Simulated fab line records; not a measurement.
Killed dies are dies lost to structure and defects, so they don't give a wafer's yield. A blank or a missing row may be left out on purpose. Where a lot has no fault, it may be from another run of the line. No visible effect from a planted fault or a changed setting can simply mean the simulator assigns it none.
Which tool is to blame? + flow sky130 + 13 lots with 39 wafers sampled at 4 steps, on a route of 708 steps

WHAT EACH GAUGE READ, for each wafer
SKY_SONOS_TUNNEL_TW_MEAS_12. Usual: SONOS_TUNNEL_TW gives 199.0 (standard deviation 1).
| lot  | measured     | on            | SONOS_TUNNEL_TW   | flag |
|------|--------------|---------------|-------------------|------|
| L606 | day 11 10:46 | film metro-04 | 200.2 201.0 200.0 |      |
| L609 | day 12 04:28 | film metro-01 | 198.2 198.4 197.7 |      |
| L610 | day 12 18:47 | film metro-03 | 199.6 198.5 199.8 |      |
| L611 | day 12 22:38 | film metro-01 | 198.1 197.2 196.8 |      |
| L612 | day 13 03:56 | film metro-01 | 198.0 198.4 199.3 |      |
| L613 | day 13 07:03 | film metro-03 | 197.5 197.7 198.3 |      |
| L616 | day 14 14:55 | film metro-01 | 198.2 199.2 198.3 |      |
| L618 | day 15 08:41 | film metro-01 | 198.7 197.8 198.9 |      |
| L625 | day 17 07:16 | film metro-04 | 199.9 200.7 200.8 |      |
| L626 | day 18 04:10 | film metro-01 | 198.6 199.2 198.5 |      |
| L627 | day 18 23:43 | film metro-01 | 198.0 198.2 198.7 |      |
| L629 | day 19 13:26 | film metro-04 | 199.3 200.2 199.3 |      |
| L628 | day 19 14:32 | film metro-01 | 199.0 199.4 198.1 |      |

SKY_SONOS_ONO_THK_MEAS_05. Usual: SONOS_ONO_CVD_04_THK gives 5.79 nm (standard deviation 0.096).
| lot  | measured     | on            | SONOS_ONO_CVD_04_THK (nm) | flag |
|------|--------------|---------------|---------------------------|------|
| L606 | day 11 17:05 | film metro-03 | 5.68 5.69 5.64            |      |
| L609 | day 12 09:40 | film metro-03 | 5.68 5.86 5.76            |      |
| L610 | day 13 00:00 | film metro-03 | 5.71 5.74 5.74            |      |
| L611 | day 13 04:27 | film metro-03 | 5.99 5.89 5.85            |      |
| L612 | day 13 09:34 | film metro-03 | 5.79 5.71 5.78            |      |
| L613 | day 13 15:32 | film metro-03 | 5.63 5.82 5.80            |      |
| L616 | day 14 21:02 | film metro-03 | 5.96 5.91 5.88            |      |
| L618 | day 15 13:06 | film metro-02 | 5.79 5.85 5.79            |      |
| L625 | day 17 15:03 | film metro-03 | 5.81 5.90 5.80            |      |
| L626 | day 18 12:25 | film metro-03 | 5.94 5.88 5.86            |      |
| L627 | day 19 06:17 | film metro-02 | 5.84 5.93 5.87            |      |
| L629 | day 19 17:53 | film metro-03 | 5.79 5.80 5.87            |      |
| L628 | day 19 19:47 | film metro-03 | 5.82 5.72 5.81            |      |

SKY_POLY_GATE_THK_MEAS_01. Usual: POLY_GATE_CVD_00_THK gives 180.0 nm (standard deviation 1.7).
| lot  | measured     | on            | POLY_GATE_CVD_00_THK (nm) | flag |
|------|--------------|---------------|---------------------------|------|
| L606 | day 13 23:55 | film metro-02 | 180.4 179.1 180.2         |      |
| L609 | day 14 21:04 | film metro-02 | 181.1 181.8 180.1         |      |
| L610 | day 15 09:10 | film metro-01 | 179.5 178.9 179.3         |      |
| L611 | day 15 14:47 | film metro-02 | 179.7 179.0 179.8         |      |
| L612 | day 15 19:20 | film metro-01 | 181.1 181.1 181.1         |      |
| L613 | day 16 04:57 | film metro-03 | 179.5 180.3 179.3         |      |
| L616 | day 17 10:23 | film metro-01 | 179.7 179.3 178.2         |      |
| L625 | day 20 09:45 | film metro-01 | 181.3 181.8 178.9         |      |
| L626 | day 21 06:03 | film metro-01 | 179.3 181.5 180.9         |      |
| L627 | day 22 00:41 | film metro-01 | 180.0 180.2 178.2         |      |
| L629 | day 22 11:38 | film metro-01 | 179.7 179.9 178.8         |      |
| L628 | day 22 13:46 | film metro-03 | 182.0 182.2 182.7         |      |

EACH LOT AND THE TOOL THAT RAN IT (in order: tool; ch and the chambers of the sampled wafers; start)
| lot  | SKY_GATE_OXIDE_STRIP_13              |
|------|--------------------------------------|
| L606 | plasma asher-02 ch 0,1, day 13 20:55 |
| L609 | plasma asher-01 ch 0,1, day 14 15:53 |
| L610 | plasma asher-02 ch 0,1, day 15 05:41 |
| L611 | plasma asher-04 ch 0,1, day 15 11:44 |
| L612 | plasma asher-01 ch 0,1, day 15 16:02 |
| L613 | plasma asher-01 ch 0,1, day 16 01:58 |
| L616 | plasma asher-01 ch 0,1, day 17 06:26 |
| L618 | plasma asher-02 ch 0,1, day 18 00:28 |
| L625 | plasma asher-01 ch 0,1, day 20 06:49 |
| L626 | plasma asher-04 ch 0,1, day 21 03:02 |
| L627 | plasma asher-04 ch 0,1, day 21 21:44 |
| L629 | plasma asher-02 ch 1, day 22 08:26   |
| L628 | plasma asher-02 ch 0,1, day 22 10:07 |
- SKY_GATE_OXIDE_STRIP_13: strips in O2/N2.

AS READ BY THE TOOLS THEMSELVES (means over the sampled wafers that have a number; for cases with no such wafer, the mark the record gives instead)
SKY_GATE_OXIDE_STRIP_13. Usual: drypump motor current A 5.77 A, standard deviation 0.11; oes product au 0.715 a.u., standard deviation 0.0046; strip time to endpoint s 14.20 s, standard deviation 0.04.
| lot  | tool            | drypump motor current A (A) | oes product au (a.u.) | strip time to endpoint s (s) | flag |
|------|-----------------|-----------------------------|-----------------------|------------------------------|------|
| L606 | plasma asher-02 | 5.74                        | 0.709                 | 14.20                        |      |
| L609 | plasma asher-01 | 5.69                        | 0.714                 | 14.16                        |      |
| L610 | plasma asher-02 | 5.74                        | 0.716                 | 14.22                        |      |
| L611 | plasma asher-04 | 5.92                        | 0.716                 | 14.17                        |      |
| L612 | plasma asher-01 | 5.69                        | 0.717                 | 14.26                        |      |
| L613 | plasma asher-01 | 5.64                        | 0.713                 | 14.23                        |      |
| L616 | plasma asher-01 | 5.66                        | 0.717                 | 14.21                        |      |
| L618 | plasma asher-02 | 5.75                        | 0.949                 | -                            | OFF  |
| L625 | plasma asher-01 | 5.67                        | 0.714                 | 14.19                        |      |
| L626 | plasma asher-04 | 5.92                        | 0.712                 | 14.17                        |      |
| L627 | plasma asher-04 | 5.93                        | 0.716                 | 14.18                        |      |
| L629 | plasma asher-02 | 5.89                        | 0.719                 | 14.23                        |      |
| L628 | plasma asher-02 | 5.75                        | 0.715                 | 14.13                        |      |

THE ANSWER, worked out from the rows above alone
Rule: a lot counts as off when the mean over its wafers that have a number is more than 3 standard deviations away from the usual mean. A lot without any number at a reading at which 4 lots or more have one is off too. Where the step has rows for the other lots, those lots are counted as sound. After the gauges, taken in route order, come the tools' own readings; for these a lot's mean is taken, as printed above. The first step at which some lot is off is used, and at that step the reading that is off furthest; a lot without a number counts as furthest.
Off, at SKY_GATE_OXIDE_STRIP_13 on strip time to endpoint s: L618. Without a number there: L618.
If a tool, at that step or one of the process steps before it, ran each lot that is off and ran no sound lot following the first of them, it fits. Not one of the candidates tried fits.

WHAT THE SIMULATOR HAD PUT IN
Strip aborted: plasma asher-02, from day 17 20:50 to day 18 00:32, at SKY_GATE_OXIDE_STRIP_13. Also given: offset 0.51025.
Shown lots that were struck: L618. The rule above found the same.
